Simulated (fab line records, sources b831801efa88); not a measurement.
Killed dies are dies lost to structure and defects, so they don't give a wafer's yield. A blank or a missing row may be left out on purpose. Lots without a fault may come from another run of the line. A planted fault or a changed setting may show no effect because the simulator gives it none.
fab line records | flow gf180mcu
record lots=12 wafers=36 last_day=34
route steps=602 shown MIM@506 M5@535
lots that met no fault: from a run of the same line without faults
start_h: hours from the record's first day to the start of the lot's first wafer shown | wait_h: hours since the lot's step before | " the same as in the row above | L1.1+2: a row that stands for several wafers | - no value, or no start given | * or withheld: withheld | < > ~ a bound
route shown NAME@n: a module of which the file shows steps, and the number in the route of the first | usual: mean/standard deviation of fault-free wafers | same: alike in all rows | chamber/n: place in a boat | sites: the reading at each site | _std_site: their standard deviation | _edge_site: outer sites' mean less inner sites' | radius_mm: how far each site lies from the wafer's centre | mask NAME#n: copy n | behind: the tool/chamber that last shaped the wafer | hold: why the lot was held/for how many hours/how that ended | device: the transistor (n, p or np) that didn't switch | end of line: the same wafers' tests at the end of the route | a step without rows: its recipe alone | killed: dies lost to structure and defects at the first sort, not the wafer's yield | map: a wafer's dies, x killed, . not, _ none there
set.NAME: the setting as run; set.NAME@STEP: as run at that earlier step | model.NAME: the simulator's own value behind a step, which no gauge read
steps of the route over a sample of lots; a table a step, a row a wafer
services: from which hour (start_h, from the record's first day; less than 0 if before it) a tool's chamber was out of use, for how many hours, and why
## steps
# step GF_MIM_SPUTTER_03
# recipe material=Ti target_thk_nm=10 substrate_temp_c=300 chamber_pressure_pa=0.3 power_w=3000 time_s=6.7
# usual throttle_valve_pct=30.0/0.91
# columns lot.wafer tool chamber start_h wait_h throttle_valve_pct
L758.1 pvd_sputter-02 - 561.30 0.0 31.1
L758.2 " - " " 31.3
L758.6 " - " " 29.2
L759.3 pvd_sputter-03 - 568.09 0.0 29.3
L759.5 " - " " 29.2
L759.6 " - " " 29.5
L760.2 pvd_sputter-04 - 574.54 0.0 28.7
L760.3 " - " " 29.6
L760.5 " - " " 30.8
L761.3 pvd_sputter-02 - 586.70 0.0 30.9
L761.4 " - " " 31.3
L761.5 " - " " 31.0
L763.1 pvd_sputter-04 - 604.03 0.0 28.4
L763.3 " - " " 29.3
L763.4 " - " " 31.0
L765.1 pvd_sputter-02 - 622.75 0.0 31.2
L765.4 " - " " 31.1
L765.6 " - " " 29.4
L766.2 pvd_sputter-02 - 637.75 0.0 31.1
L766.5 " - " " 30.8
L766.6 " - " " 29.2
L768.1 pvd_sputter-04 - 653.19 0.0 29.3
L768.5 " - " " 30.3
L768.6 " - " " 28.7
L774.2 pvd_sputter-03 - 691.58 0.0 29.2
L774.3 " - " " 29.4
L774.5 " - " " 29.2
L775.2 pvd_sputter-04 - 691.93 0.0 30.3
L775.4 " - " " 30.7
L775.5 " - " " 30.0
L778.1 pvd_sputter-03 - 715.95 0.0 30.1
L778.4 " - " " 29.4
L778.5 " - " " 30.4
L781.2 pvd_sputter-04 - 728.40 0.0 29.4
L781.4 " - " " 30.2
L781.5 " - " " 29.4
# step GF_MIM_METAL_ETCH_19
# recipe chemistry=Cl2/BCl3 mask_material=NOVOLAK stop_on=Si3N4 target_depth_nm=324.5 pressure_mtorr=8 icp_w=800 bias_w=140 Cl2_flow_sccm=80 bcl3_flow_sccm=40 time_s=54.1
# usual drypump_motor_current_A=5.7/0.53 oes_product_au=0.944/0.0062 rf_fwd_power_W=791/3.4 throttle_valve_pct=28.281/0.011
# columns lot.wafer tool chamber start_h wait_h drypump_motor_current_A oes_product_au rf_fwd_power_W rf_hours_counter_h throttle_valve_pct
L758.1 rie_metal-03 1 583.68 0.1 5.8 0.942 790 0.2 28.286
L758.2 " 0 " " 5.0 0.947 791 1.2 28.285
L758.6 " 0 " " 5.0 0.953 793 - 28.271
L759.3 rie_metal-02 1 590.25 0.1 5.7 0.949 789 - 28.268
L759.5 " 0 " " 6.5 0.945 790 - 28.275
L759.6 " 1 " " 5.7 0.954 790 - 28.277
L760.2 rie_metal-02 1 596.23 0.1 5.7 0.957 786 3.2 28.292
L760.3 " 0 " " 6.5 0.945 786 - 28.270
L760.5 " 0 " " 6.5 0.939 791 - 28.284
L761.3 rie_metal-01 0 607.50 0.1 5.6 0.950 790 - 28.279
L761.4 " 1 " " 4.9 0.934 791 - 28.283
L761.5 " 0 " " 5.6 0.949 789 - 28.287
L763.1 rie_metal-02 0 624.98 0.1 6.5 0.943 792 3.5 28.279
L763.3 " 0 " " 6.5 0.943 786 - 28.278
L763.4 " 1 " " 5.7 0.945 790 - 28.273
L765.1 rie_metal-02 1 643.53 0.1 5.7 0.942 788 4.7 28.300
L765.4 " 1 " " 5.7 0.938 791 - 28.290
L765.6 " 0 " " 6.5 0.930 791 - 28.300
L766.2 rie_metal-02 1 657.63 0.1 5.7 0.952 790 5.2 28.277
L766.5 " 0 " " 6.5 0.933 788 - 28.286
L766.6 " 1 " " 5.7 0.938 786 - 28.271
L768.1 rie_metal-01 0 672.93 0.1 5.7 0.949 786 7.6 28.279
L768.5 " 0 " " 5.7 0.950 787 - 28.291
L768.6 " 1 " " 4.9 0.936 791 - 28.267
L774.2 rie_metal-03 1 709.78 0.1 5.8 0.951 791 4.6 28.292
L774.3 " 1 " " 5.8 0.939 788 - 28.298
L774.5 " 0 " " 5.0 0.948 795 - 28.288
L775.2 rie_metal-01 1 710.28 0.1 4.9 0.946 790 12.4 28.277
L775.4 " 0 " " 5.6 0.945 790 - 28.275
L775.5 " 0 " " 5.6 0.936 793 - 28.278
L778.1 rie_metal-02 0 733.58 0.1 6.5 0.951 788 7.6 28.280
L778.4 " 1 " " 5.7 0.951 791 - 28.254
L778.5 " 0 " " 6.5 0.947 789 - 28.268
L781.2 rie_metal-02 1 745.33 0.1 5.7 0.939 790 8.6 28.295
L781.4 " 0 " " 6.5 0.946 791 - 28.275
L781.5 " 1 " " 5.7 0.946 788 - 28.281
# step GF_MIM_STRIP_20
# recipe chemistry=O2/N2 power_w=1400 pressure_mtorr=1500 platen_temp_c=250 o2_flow_sccm=3000 n2_flow_sccm=300 overash_fraction=0.5
# usual drypump_motor_current_A=5.6/0.33 heater_power_w=334/26 oes_product_au=0.690/0.0051 strip_time_to_endpoint_s=11.19/0.043
# columns lot.wafer tool chamber start_h wait_h drypump_motor_current_A heater_power_w oes_product_au rf_hours_counter_h strip_time_to_endpoint_s
L758.1 plasma_asher-03 0 583.75 0.0 5.8 328 0.694 84 11.20
L758.2 " 1 " " 5.5 371 0.693 84 11.19
L758.6 " 1 " " 5.5 367 0.694 - 11.17
L759.3 plasma_asher-01 1 590.33 0.1 5.6 311 0.693 - 11.22
L759.5 " 0 " " 5.9 357 0.686 - 11.17
L759.6 " 1 " " 5.6 309 0.691 - 11.28
L760.2 plasma_asher-04 0 596.30 0.0 5.9 314 0.687 104 11.20
L760.3 " 1 " " 4.9 302 0.691 - 11.19
L760.5 " 0 " " 5.9 305 0.695 - 11.17
L761.3 plasma_asher-04 0 607.58 0.1 5.9 315 0.691 - 11.28
L761.4 " 1 " " 5.0 308 0.691 - 11.30
L761.5 " 1 " " 5.0 301 0.697 - 11.28
L763.1 plasma_asher-04 1 625.05 0.0 5.0 308 0.696 107 11.17
L763.3 " 0 " " 5.9 308 0.688 - 11.16
L763.4 " 1 " " 5.0 309 0.688 - 11.13
L765.1 plasma_asher-03 1 643.60 0.0 5.5 382 0.696 90 11.19
L765.4 " 0 " " 5.9 325 0.690 - 11.19
L765.6 " 1 " " 5.5 371 0.690 - 11.17
L766.2 plasma_asher-03 0 657.70 0.0 5.9 322 0.682 91 11.12
L766.5 " 0 " " 5.9 339 0.682 - 11.12
L766.6 " 1 " " 5.5 363 0.696 - 11.15
L768.1 plasma_asher-04 0 673.00 0.0 5.9 314 0.684 112 11.22
L768.5 " 0 " " 5.9 317 0.690 - 11.17
L768.6 " 1 " " 5.0 304 0.689 - 11.17
L774.2 plasma_asher-03 1 709.85 0.0 5.5 377 0.693 96 11.20
L774.3 " 0 " " 5.8 336 0.697 - 11.18
L774.5 " 0 " " 5.9 332 0.683 - 11.15
L775.2 plasma_asher-01 0 710.35 0.0 5.9 358 0.691 30 11.22
L775.4 " 1 " " 5.6 306 0.698 - 11.25
L775.5 " 0 " " 5.9 360 0.697 - 11.25
L778.1 plasma_asher-04 1 733.65 0.0 5.0 299 0.685 119 11.13
L778.4 " 0 " " 5.9 309 0.685 - 11.14
L778.5 " 1 " " 5.0 312 0.689 - 11.18
L781.2 plasma_asher-04 1 745.40 0.0 5.0 308 0.692 0 11.18
L781.4 " 1 " " 5.0 306 0.692 - 11.20
L781.5 " 0 " " 5.9 301 0.692 - 11.20
# step GF_M5_ETCH_09
# recipe chemistry=CF4/O2 target=Si3N4 target_depth_nm=52 source_w=800 bias_w=150 pressure_mtorr=150 cf4_flow_sccm=80 O2_flow_sccm=10 time_s=11.6
# usual drypump_motor_current_A=5.8/0.42 oes_product_au=1.004/0.009 rf_fwd_power_W=786/4.2 throttle_valve_pct=5.971/0.01
# columns lot.wafer tool chamber start_h wait_h drypump_motor_current_A oes_product_au rf_fwd_power_W rf_hours_counter_h throttle_valve_pct
L758.1 rie_diel-04 0 605.27 0.0 5.0 0.996 784 50 5.969
L758.2 " 1 " " 6.0 1.016 785 70 5.957
L758.6 " 1 " " 6.0 1.007 788 - 5.987
L759.3 rie_diel-03 1 611.39 0.0 5.8 1.002 781 5 5.978
L759.5 " 1 " " 5.9 1.002 784 - 5.968
L759.6 " 0 " " 6.1 1.010 795 - 5.998
L760.2 rie_diel-04 0 617.37 0.0 5.0 1.004 788 50 5.976
L760.3 " 3 " " 6.5 1.013 784 44 5.975
L760.5 " 2 " " 5.5 1.004 791 - 5.985
L761.3 rie_diel-03 3 629.54 0.0 5.4 1.000 782 19 5.973
L761.4 " 2 " " 5.9 0.996 784 35 5.986
L761.5 " 2 " " 5.9 1.010 783 - 5.972
L763.1 rie_diel-03 3 645.62 0.0 5.4 0.991 788 19 5.975
L763.3 " 1 " " 5.9 0.997 783 7 5.971
L763.4 " 1 " " 5.9 0.999 786 - 5.964
L765.1 rie_diel-03 0 663.94 0.0 6.1 0.996 795 0 5.965
L765.4 " 2 " " 5.9 0.999 784 37 5.975
L765.6 " 3 " " 5.5 1.007 787 - 5.976
L766.2 rie_diel-01 3 677.48 0.0 5.6 1.095 912 22 5.997
L766.5 " 3 " " 5.6 1.101 909 - 6.001
L766.6 " 2 " " 6.5 1.087 908 - 5.998
L768.1 rie_diel-01 2 691.89 0.0 6.4 1.070 916 5 5.975
L768.5 " 0 " " 5.1 1.074 917 - 6.004
L768.6 " 3 " " 5.6 1.102 914 - 5.994
L774.2 rie_diel-03 0 728.67 0.0 6.1 1.005 792 3 5.969
L774.3 " 1 " " 5.9 1.013 785 10 5.976
L774.5 " 3 " " 5.4 0.994 786 - 5.964
L775.2 rie_diel-04 1 729.02 0.0 6.0 1.003 783 2 5.969
L775.4 " 0 " " 5.0 1.010 789 54 5.968
L775.5 " 3 " " 6.4 1.001 786 - 5.972
L778.1 rie_diel-04 1 751.03 0.0 6.0 1.024 787 3 5.985
L778.4 " 1 " " 6.0 1.015 786 - 5.945
L778.5 " 2 " " 5.5 1.017 786 - 5.961
L781.2 rie_diel-03 3 762.64 0.0 5.5 1.000 790 24 5.977
L781.4 " 2 " " 5.9 0.981 782 39 5.960
L781.5 " 2 " " 5.9 0.987 779 - 5.971
## services
# columns tool chamber start_h hours kind
rie_diel-03 - 544.86 2.8 pm
rie_diel-03 0 562.73 1.8 repair
rie_metal-02 1 563.97 4.5 repair
rie_diel-04 2 579.40 - clean
rie_diel-01 1 587.65 4.0 repair
rie_diel-01 3 617.33 9.6 repair
rie_diel-03 0 638.11 - clean
rie_diel-03 0 638.11 20.1 scheduled_down
rie_diel-03 0 638.11 20.1 vent_cycle
plasma_asher-04 - 651.06 3.7 repair
rie_diel-04 - 656.93 14.6 pm
plasma_asher-03 - 662.27 5.9 repair
rie_metal-03 0 668.65 7.3 repair
rie_diel-03 2 717.65 32.0 repair
rie_diel-03 3 721.30 4.1 repair
pvd_sputter-04 - 724.60 2.5 repair
plasma_asher-04 - 733.75 9.0 pm
plasma_asher-04 0 733.75 9.0 vent_cycle
plasma_asher-04 1 733.75 9.0 vent_cycle
rie_metal-01 - 736.51 2.8 pm
plasma_asher-04 0 742.75 - clean
plasma_asher-04 1 742.75 - clean
rie_diel-04 - 752.21 0.2 repair
pvd_sputter-03 - 756.80 5.7 repair
## key
first_sign step=GF_M5_ETCH_09 reading=rf_fwd_power_W direction=up sigmas=30 usual=786 struck=913
effect step=GF_M5_ETCH_09 reading=oes_product_au direction=up sigmas=9.3 usual=1.004 struck=1.088
met_at GF_M5_ETCH_09
struck_lots L766,L768
not_acting_at GF_MIM_SPUTTER_03,GF_MIM_METAL_ETCH_19,GF_MIM_STRIP_20
fault kind=process_parameter_drift tool=rie_diel-01 chamber=- onset_h=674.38 steps=GF_M5_ETCH_09 channel=source_w offset=128 shape=step end_h=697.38 acts_in=these_recipes_only stated=800
